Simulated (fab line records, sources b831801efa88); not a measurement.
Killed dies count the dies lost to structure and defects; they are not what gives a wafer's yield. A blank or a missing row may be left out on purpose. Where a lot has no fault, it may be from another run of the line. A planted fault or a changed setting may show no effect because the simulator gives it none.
The tool behind it: which one? | flow gf180mcu | Sampling: 14 lots, 42 wafers, 4 of 602 route steps

## WHAT EACH GAUGE READ, for each wafer
GF_NSD_CD_MEAS_07: the cd target is 400 nm. Usual: cd_nm reads 400 nm (standard deviation 3).
lot  | measured     | on        | cd_nm (nm)  | flag
L276 | day 13 11:18 | cd_sem-01 | 395 399 397 |
L277 | day 13 13:32 | cd_sem-01 | 399 400 402 |
L278 | day 14 00:45 | cd_sem-01 | 391 393 392 |
L279 | day 14 06:39 | cd_sem-01 | 403 403 405 |
L280 | day 14 15:41 | cd_sem-01 | 396 399 398 |
L281 | day 15 12:24 | cd_sem-01 | 403 403 404 |
L282 | day 15 10:40 | cd_sem-01 | 398 400 399 |
L283 | day 15 20:42 | cd_sem-01 | 400 399 400 |
L284 | day 16 00:59 | cd_sem-02 | 401 404 403 |
L285 | day 16 17:09 | cd_sem-02 | 398 397 394 |
L286 | day 17 02:52 | cd_sem-02 | 400 399 400 |
L293 | day 19 13:34 | cd_sem-01 | 398 400 399 |
L296 | day 20 06:10 | cd_sem-01 | 404 403 403 |
L299 | day 21 10:45 | cd_sem-02 | 395 396 395 |

GF_SALICIDE_THK_MEAS_05: measures by xrf. Usual: for SALICIDE_TIN_THK the level is 19.9 nm and the standard deviation is 0.36.
lot  | measured     | on            | SALICIDE_TIN_THK (nm) | flag
L276 | day 15 05:35 | film_metro-02 | 19.9 19.9 20.1        |
L277 | day 15 07:46 | film_metro-03 | 19.7 19.8 19.6        |
L278 | day 15 19:47 | film_metro-04 | 20.1 19.9 19.9        |
L279 | day 16 02:57 | film_metro-04 | 19.9 19.8 19.7        |
L280 | day 16 11:28 | film_metro-03 | 19.2 19.5 19.3        |
L281 | day 17 10:24 | film_metro-02 | 20.2 20.2 20.4        |
L282 | day 17 09:13 | film_metro-04 | 19.7 19.6 19.6        |
L283 | day 17 18:40 | film_metro-04 | 20.7 20.3 20.5        |
L284 | day 18 02:23 | film_metro-04 | 19.9 20.0 20.0        |
L285 | day 18 16:23 | film_metro-03 | 19.7 19.5 19.8        |
L286 | day 19 02:31 | film_metro-03 | 20.1 20.1 20.0        |
L293 | day 21 15:40 | film_metro-03 | 19.6 19.4 19.4        |
L296 | day 22 07:15 | film_metro-03 | 20.0 20.1 20.0        |
L299 | day 23 10:34 | film_metro-02 | 19.5 19.6 19.7        |

## EACH LOT AND THE TOOL THAT RAN IT (in order: tool; ch and the chambers of the sampled wafers; start)
lot  | GF_STI_CMP_25                | GF_STI_WET_ETCH_28
L276 | cmp-01 ch 0,2,3, day 2 04:25 | wet_bench-02 ch 0, day 2 05:12
L277 | cmp-01 ch 0,1,2, day 2 08:25 | wet_bench-03 ch 3, day 2 09:17
L278 | cmp-02 ch 1,2, day 2 15:35   | wet_bench-01 ch 3, day 2 16:30
L279 | cmp-01 ch 0,2,3, day 2 19:25 | wet_bench-02 ch 0, day 2 20:20
L280 | cmp-02 ch 1,2,3, day 2 23:58 | wet_bench-01 ch 2, day 3 00:45
L281 | cmp-01 ch 1,2, day 3 06:56   | wet_bench-03 ch 0, day 3 07:52
L282 | cmp-01 ch 1,2, day 3 10:19   | wet_bench-03 ch 2, day 3 11:09
L283 | cmp-01 ch 0,2,3, day 3 16:41 | wet_bench-02 ch 2, day 3 17:30
L284 | cmp-01 ch 2,3, day 3 20:34   | wet_bench-02 ch 2, day 3 21:28
L285 | cmp-02 ch 1,2,3, day 4 01:16 | wet_bench-02 ch 3, day 4 02:08
L286 | cmp-02 ch 2,3, day 4 07:42   | wet_bench-02 ch 0, day 4 08:32
L293 | cmp-01 ch 1,2,3, day 5 21:36 | wet_bench-03 ch 1, day 5 22:19
L296 | cmp-01 ch 0,1, day 6 09:53   | wet_bench-03 ch 0, day 6 10:46
L299 | cmp-01 ch 1,2,3, day 7 02:15 | wet_bench-01 ch 3, day 7 03:05
- GF_STI_CMP_25: polishes, stops on Si3N4, t overpolish 33 s, target thk 524.6 nm.
- GF_STI_WET_ETCH_28: etches SiO2 in dHF, target depth 20 nm, time 40 s.

## AS READ BY THE TOOLS THEMSELVES (means over the sampled wafers that have a number; for cases with no such wafer, the mark the record gives instead)
GF_STI_CMP_25. Usual: head_pressure_psi 4.000 psi, standard deviation 0.0072; motor_current_A 12.1 A, standard deviation 1.3; overpolish_run_s 33.000 s, standard deviation 0.0092; slurry_filter_dp_kPa 13.49 kPa, standard deviation 0.14; time_to_endpoint_s 123 s, standard deviation 4.5.
lot  | tool   | head_pressure_psi (psi) | motor_current_A (A) | overpolish_run_s (s) | slurry_filter_dp_kPa (kPa) | time_to_endpoint_s (s) | flag
L276 | cmp-01 | 3.997                   | 11.7                | 33.001               | 13.53                      | 121                    |
L277 | cmp-01 | 4.000                   | 11.5                | 32.996               | 13.47                      | 125                    |
L278 | cmp-02 | 4.003                   | 10.5                | 33.010               | 13.57                      | 134                    |
L279 | cmp-01 | 4.001                   | 11.5                | 32.990               | 13.61                      | 125                    |
L280 | cmp-02 | 3.995                   | 11.4                | 33.000               | 13.47                      | 131                    |
L281 | cmp-01 | 3.995                   | 12.3                | 33.003               | 13.64                      | 124                    |
L282 | cmp-01 | 4.002                   | 12.7                | 33.001               | 13.59                      | 124                    |
L283 | cmp-01 | 4.007                   | 11.9                | 33.006               | 13.42                      | 123                    |
L284 | cmp-01 | 4.010                   | 12.3                | 33.001               | 13.47                      | 122                    |
L285 | cmp-02 | 3.998                   | 11.8                | 33.001               | 13.44                      | 130                    |
L286 | cmp-02 | 4.002                   | 12.2                | 32.994               | 13.61                      | 124                    |
L293 | cmp-01 | 3.998                   | 12.8                | 32.996               | 13.46                      | 120                    |
L296 | cmp-01 | 4.001                   | 10.9                | 33.005               | 13.51                      | 121                    |
L299 | cmp-01 | 3.996                   | 12.6                | 32.995               | 13.47                      | 115                    |

GF_STI_WET_ETCH_28. Usual: run_length_s reads 68.3 s (standard deviation 2.8).
lot  | tool         | run_length_s (s) | flag
L276 | wet_bench-02 | 65.8             |
L277 | wet_bench-03 | 67.8             |
L278 | wet_bench-01 | 66.3             |
L279 | wet_bench-02 | 72.5             |
L280 | wet_bench-01 | 66.4             |
L281 | wet_bench-03 | 72.9             |
L282 | wet_bench-03 | 73.6             |
L283 | wet_bench-02 | 71.2             |
L284 | wet_bench-02 | 118.1            | OFF
L285 | wet_bench-02 | 113.9            | OFF
L286 | wet_bench-02 | 111.5            | OFF
L293 | wet_bench-03 | 72.7             |
L296 | wet_bench-03 | 67.4             |
L299 | wet_bench-01 | 66.0             |

## THE ANSWER, worked out from the rows above alone
Rule: take the mean of a lot's wafers that have a number; if it is more than 3 standard deviations from the usual mean, the lot is off. Also off: a lot with no number at a reading for which 4 or more lots have one. All remaining lots with rows at the step are treated as sound. After the gauges, taken in route order, come the tools' own readings; for these a lot's mean is taken, as printed above. The first step at which some lot is off is used, and at that step the reading that is off furthest; a lot without a number counts as furthest.
Off, at GF_STI_WET_ETCH_28 on run_length_s: L284, L285, L286.
A tool fits if, at that step or a process step before it, it ran every lot that is off, and no sound lot after the first of them. One fits: GF_STI_WET_ETCH_28 on wet_bench-02. Its last sound lot is L283 (day 3 17:30), its first lot that is off L284 (day 3 21:28): a fault that began between those two fits.
On the lots that are off, the tool's own readings at GF_STI_WET_ETCH_28 differ by more than 5 times the standard deviation of the sound lots' means, which bears it out; run_length_s reads 114.5 s there versus 69.3 s on the sound lots.

## WHAT THE SIMULATOR PUT IN
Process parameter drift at GF_STI_WET_ETCH_28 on wet_bench-02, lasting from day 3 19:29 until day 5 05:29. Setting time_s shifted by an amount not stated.
Shown lots that were struck: L284, L285, L286. The same result came from the rule above.
